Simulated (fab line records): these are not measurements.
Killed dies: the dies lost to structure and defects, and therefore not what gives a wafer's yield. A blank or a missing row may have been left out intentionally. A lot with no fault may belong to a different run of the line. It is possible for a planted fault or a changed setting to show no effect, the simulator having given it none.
fab line records    flow gf180mcu
[record] lots = 6  wafers = 18  last_day = 33
route steps=602 shown MIM@509
lots that met no fault: taken from a fault-free run of the same line
start_h: the number of hours between the record's first day and the start of the first shown wafer of the lot    wait_h: how many hours have passed since the lot's step before this one    " identical to the entry in the row above    L1.1+2: one row covering several wafers at once    - no value, or no start given    * or withheld: withheld    < > ~ a bound
route shown NAME@n: names a module that has steps shown in the file, with the first one's number in the route    usual: average and standard deviation across the fault-free wafers    same: alike in all rows    chamber/n: place in a boat    sites: each site's reading    _std_site: standard deviation across them    _edge_site: the outer-site mean with the inner-site mean subtracted    radius_mm: for every site, how far away it sits from the centre of the wafer    mask NAME#n: copy n    behind: the last tool/chamber to shape the wafer    hold: what put the lot on hold/how long, in hours/how the hold closed    device: transistor that didn't switch, given as n, p or np    end of line: tests run on the same wafers once the route is complete    where a step has no rows: the recipe by itself    killed: at the first sort, the dies lost to defects and structure; wafer yield is something else    map: dies across one wafer; x = killed, . = not, _ = none there
set.NAME: the setting that was run; set.NAME@STEP: the one run at that earlier step    model.NAME: the simulator's own value behind a step, which no gauge read
lots seen at some steps along the route; tables by step, rows by wafer
services: when a tool's chamber went out of use (start_h, in hours from the record's first day, below 0 if earlier), for how many hours, and the reason
[[steps]]
[step GF_MIM_THK_MEAS_06]
[recipe] reads = Si3N4_of_MIM_CVD_05
[usual] MIM_CVD_05_THK = 42.1/0.52
lot.wafer  tool           chamber  start_h  wait_h  MIM_CVD_05_THK[nm]
L288.1     film_metro-03  -        592.90   0.0     41.5
L288.2     "              -        "        "       41.2
L288.4     "              -        "        "       41.8
L296.1     film_metro-03  -        653.75   0.0     41.1
L296.2     "              -        "        "       41.4
L296.6     "              -        "        "       41.6
L297.2     film_metro-01  -        662.35   0.0     42.4
L297.4     "              -        "        "       42.5
L297.5     "              -        "        "       42.2
L300.1     film_metro-03  -        678.87   0.0     42.0
L300.4     "              -        "        "       42.7
L300.6     "              -        "        "       43.2
L302.2     film_metro-01  -        694.45   0.0     42.1
L302.3     "              -        "        "       41.9
L302.5     "              -        "        "       42.8
L304.2     film_metro-04  -        713.64   0.0     41.9
L304.5     "              -        "        "       42.5
L304.6     "              -        "        "       42.5
[step GF_MIM_SPUTTER_07]
[recipe] material = TiN  target_thk_nm = 60  power_w = 6500  time_s = 50  chamber_pressure_pa = 0.4
[usual] throttle_valve_pct = 30.3/0.95
lot.wafer  tool            chamber  start_h  wait_h  throttle_valve_pct
L288.1     pvd_sputter-02  -        592.96   0.1     31.0
L288.2     "               -        "        "       30.4
L288.4     "               -        "        "       29.1
L296.1     pvd_sputter-01  -        653.81   0.1     32.0
L296.2     "               -        "        "       29.3
L296.6     "               -        "        "       28.5
L297.2     pvd_sputter-01  -        662.40   0.0     32.1
L297.4     "               -        "        "       28.4
L297.5     "               -        "        "       28.6
L300.1     pvd_sputter-04  -        678.93   0.1     29.6
L300.4     "               -        "        "       31.4
L300.6     "               -        "        "       30.4
L302.2     pvd_sputter-01  -        694.50   0.0     29.0
L302.3     "               -        "        "       32.2
L302.5     "               -        "        "       28.5
L304.2     pvd_sputter-02  -        713.69   0.0     29.4
L304.5     "               -        "        "       31.2
L304.6     "               -        "        "       29.5
[step GF_MIM_SPUTTER_08]
[recipe] material = AlCu  target_thk_nm = 200  power_w = 10600  time_s = 10.6  chamber_pressure_pa = 0.4
[usual] throttle_valve_pct = 30.3/0.95
lot.wafer  tool            chamber  start_h  wait_h  throttle_valve_pct
L288.1     pvd_sputter-02  -        593.00   0.0     31.3
L288.2     "               -        "        "       30.3
L288.4     "               -        "        "       29.4
L296.1     pvd_sputter-01  -        653.86   0.0     32.0
L296.2     "               -        "        "       29.4
L296.6     "               -        "        "       28.6
L297.2     pvd_sputter-01  -        662.45   0.0     32.0
L297.4     "               -        "        "       28.7
L297.5     "               -        "        "       28.7
L300.1     pvd_sputter-04  -        678.98   0.0     29.6
L300.4     "               -        "        "       31.4
L300.6     "               -        "        "       30.4
L302.2     pvd_sputter-01  -        694.55   0.0     29.4
L302.3     "               -        "        "       32.2
L302.5     "               -        "        "       28.5
L304.2     pvd_sputter-02  -        713.74   0.0     29.2
L304.5     "               -        "        "       31.0
L304.6     "               -        "        "       29.3
[step GF_MIM_SPUTTER_09]
[recipe] material = TiN  target_thk_nm = 35  power_w = 6500  time_s = 29.2  chamber_pressure_pa = 0.4
[usual] throttle_valve_pct = 30.3/0.98
lot.wafer  tool            chamber  start_h  wait_h  throttle_valve_pct
L288.1     pvd_sputter-02  -        593.02   0.0     31.1
L288.2     "               -        "        "       30.0
L288.4     "               -        "        "       29.4
L296.1     pvd_sputter-01  -        653.88   0.0     32.4
L296.2     "               -        "        "       29.3
L296.6     "               -        "        "       28.4
L297.2     pvd_sputter-01  -        662.47   0.0     32.2
L297.4     "               -        "        "       28.4
L297.5     "               -        "        "       28.6
L300.1     pvd_sputter-04  -        679.00   0.0     29.8
L300.4     "               -        "        "       31.3
L300.6     "               -        "        "       30.1
L302.2     pvd_sputter-01  -        694.57   0.0     29.2
L302.3     "               -        "        "       32.0
L302.5     "               -        "        "       28.6
L304.2     pvd_sputter-02  -        713.76   0.0     29.0
L304.5     "               -        "        "       31.3
L304.6     "               -        "        "       29.1
[step GF_MIM_RS_MEAS_10]
[recipe] thk_meas_gauge = four-point-probe  reads = TiN_of_MIM_SPUTTER_09+AlCu_of_MIM_SPUTTER_08+TiN_of_MIM_SPUTTER_07
[usual] MIM_ALCU_RS = 0.1605/0.0015
lot.wafer  tool           chamber  start_h  wait_h  MIM_ALCU_RS[ohm/sq]
L288.1     film_metro-03  -        593.06   0.0     0.1598
L288.2     "              -        "        "       0.1584
L288.4     "              -        "        "       0.1587
L296.1     film_metro-03  -        653.91   0.0     0.1584
L296.2     "              -        "        "       0.1598
L296.6     "              -        "        "       0.1598
L297.2     film_metro-01  -        662.52   0.0     0.1605
L297.4     "              -        "        "       0.1591
L297.5     "              -        "        "       0.1610
L300.1     film_metro-03  -        679.03   0.0     0.1617
L300.4     "              -        "        "       0.1613
L300.6     "              -        "        "       0.1615
L302.2     film_metro-03  -        694.62   0.0     0.1609
L302.3     "              -        "        "       0.1608
L302.5     "              -        "        "       0.1600
L304.2     film_metro-04  -        713.81   0.0     0.1619
L304.5     "              -        "        "       0.1606
L304.6     "              -        "        "       0.1606
[step GF_MIM_THK_MEAS_11]
[recipe] thk_meas_gauge = xrf  reads = AlCu_of_MIM_SPUTTER_08
[usual] MIM_ALCU_THK = 195.5/2
lot.wafer  tool           chamber  start_h  wait_h  MIM_ALCU_THK[nm]
L288.1     film_metro-03  -        593.18   0.1     198.8
L288.2     "              -        "        "       197.5
L288.4     "              -        "        "       199.5
L296.1     film_metro-03  -        654.03   0.1     198.5
L296.2     "              -        "        "       197.0
L296.6     "              -        "        "       197.3
L297.2     film_metro-01  -        662.63   0.1     196.1
L297.4     "              -        "        "       195.4
L297.5     "              -        "        "       194.6
L300.1     film_metro-03  -        679.15   0.1     194.2
L300.4     "              -        "        "       194.1
L300.6     "              -        "        "       194.4
L302.2     film_metro-03  -        694.73   0.1     195.3
L302.3     "              -        "        "       195.3
L302.5     "              -        "        "       196.3
L304.2     film_metro-04  -        713.92   0.1     194.2
L304.5     "              -        "        "       195.3
L304.6     "              -        "        "       195.2
[step GF_MIM_DEHYDRATE_12]
[recipe] temp_c = 200  time_s = 60
[step GF_MIM_HMDS_13]
[recipe] prime_time_s = 60  prime_temp_c = 120
[step GF_MIM_COAT_14]
[recipe] resist = NOVOLAK  spin_rpm = 3000  resist_thk_nm = 1000
[step GF_MIM_SOFTBAKE_15]
[recipe] temp_c = 90  time_s = 60  resist = NOVOLAK
[step GF_MIM_EXPOSE_16]
[recipe] mask_id = FuseTop  target_cd_nm = 2000  na = 0.6  source_shape = conventional  sigma_outer = 0.6  dose_mj = 140
[step GF_MIM_PEB_17]
[recipe] temp_c = withheld  time_s = *  resist = NOVOLAK
[step GF_MIM_DEVELOP_18]
[recipe] develop_time_s = 60  dev_temp_c = 23
[usual] chill_plate_temp_C = 22.99/0.099  develop_time_s = 60/0
lot.wafer  tool            chamber  start_h  wait_h  chill_plate_temp_C  develop_time_s
L288.1     litho_track-04  0        614.29   0.1     22.89               60
L288.2     "               0        "        "       22.83               60
L288.4     "               0        "        "       22.77               60
L296.1     litho_track-03  -        673.31   0.1     -                   -
L296.2     "               -        "        "       -                   -
L296.6     "               -        "        "       -                   -
L297.2     litho_track-02  -        681.39   0.1     -                   -
L297.4     "               -        "        "       -                   -
L297.5     "               -        "        "       -                   -
L300.1     litho_track-03  0        697.31   0.1     23.03               60
L300.4     "               0        "        "       23.09               60
L300.6     "               0        "        "       22.87               60
L302.2     litho_track-03  0        713.08   0.1     22.98               60
L302.3     "               0        "        "       23.14               60
L302.5     "               0        "        "       22.92               60
L304.2     litho_track-04  0        731.66   0.1     23.14               60
L304.5     "               0        "        "       23.08               60
L304.6     "               0        "        "       22.91               60
[step GF_MIM_METAL_ETCH_19]
[recipe] chemistry = Cl2/BCl3  mask_material = NOVOLAK  stop_on = Si3N4  target_depth_nm = 324.5  pressure_mtorr = 8  icp_w = 800  bias_w = 140  Cl2_flow_sccm = 80  bcl3_flow_sccm = 40  time_s = 54.1
[usual] drypump_motor_current_A = 5.6/0.38  he_backside_leak_sccm = 3.45/0.26  oes_product_au = 0.941/0.0056  throttle_valve_pct = 28.286/0.01
lot.wafer  tool          chamber  start_h  wait_h  drypump_motor_current_A  he_backside_leak_sccm  oes_product_au  rf_hours_counter_h  throttle_valve_pct
L288.1     rie_metal-04  0        614.44   0.1     5.6                      3.56                   0.937           5                   28.280
L288.2     "             1        "        "       5.9                      3.46                   0.953           6                   28.271
L288.4     "             0        "        "       5.6                      3.47                   0.947           -                   28.278
L296.1     rie_metal-04  1        673.46   0.1     5.9                      3.36                   0.944           8                   28.285
L296.2     "             0        "        "       5.6                      3.55                   0.945           7                   28.289
L296.6     "             0        "        "       5.6                      3.62                   0.945           -                   28.281
L297.2     rie_metal-04  1        681.52   0.1     5.8                      3.35                   0.955           8                   28.287
L297.4     "             0        "        "       5.6                      3.40                   0.941           -                   28.287
L297.5     "             1        "        "       5.8                      3.29                   0.941           -                   28.295
L300.1     rie_metal-04  0        697.46   0.1     5.6                      3.65                   0.939           8                   28.299
L300.4     "             1        "        "       5.8                      3.22                   0.934           -                   28.295
L300.6     "             1        "        "       5.8                      3.56                   0.938           -                   28.298
L302.2     rie_metal-01  0        713.21   0.1     4.8                      3.36                   0.938           7                   28.292
L302.3     "             0        "        "       4.9                      3.19                   0.942           -                   28.297
L302.5     "             1        "        "       6.1                      3.32                   0.946           -                   28.298
L304.2     rie_metal-04  0        731.79   0.1     5.6                      3.46                   0.937           9                   28.287
L304.5     "             1        "        "       5.9                      3.52                   0.944           -                   28.286
L304.6     "             0        "        "       5.6                      3.50                   0.948           -                   28.290
[[services]]
tool            chamber  start_h  hours  kind
pvd_sputter-04  -        581.81   2.1    repair
rie_metal-01    1        605.26   -      clean
rie_metal-01    1        605.26   12.8   scheduled_down
rie_metal-01    1        605.26   12.8   vent_cycle
pvd_sputter-01  -        643.68   2.7    repair
pvd_sputter-04  -        683.55   1.5    repair
rie_metal-04    1        690.01   2.2    repair
pvd_sputter-04  -        705.88   9.1    repair
pvd_sputter-01  -        731.45   5.9    repair
[[key]]
[first_sign] step = GF_MIM_DEVELOP_18  reading = tool_record  direction = missing
effect none on later readings
met_at GF_MIM_DEVELOP_18
struck_wafers L296.1,L296.2,L296.6,L297.2,L297.4,L297.5
later_rows_left_out L296.1,L296.2,L296.6,L297.2,L297.4,L297.5
sort_left_out L296.1,L296.2,L296.6,L297.2,L297.4,L297.5
[fault] kind = skipped_step_whole  tool = litho_track-02,litho_track-03  chamber = -  onset_h = 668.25  steps = GF_MIM_DEVELOP_18  scope = struck_lots_only
// sort_left_out: the simulated sort isn't trusted on such a fault, so these wafers' sort isn't shown, and their yield isn't known
// later_rows_left_out: the simulator's readings of these wafers behind a module that went badly wrong aren't trusted and aren't shown, but for the sort
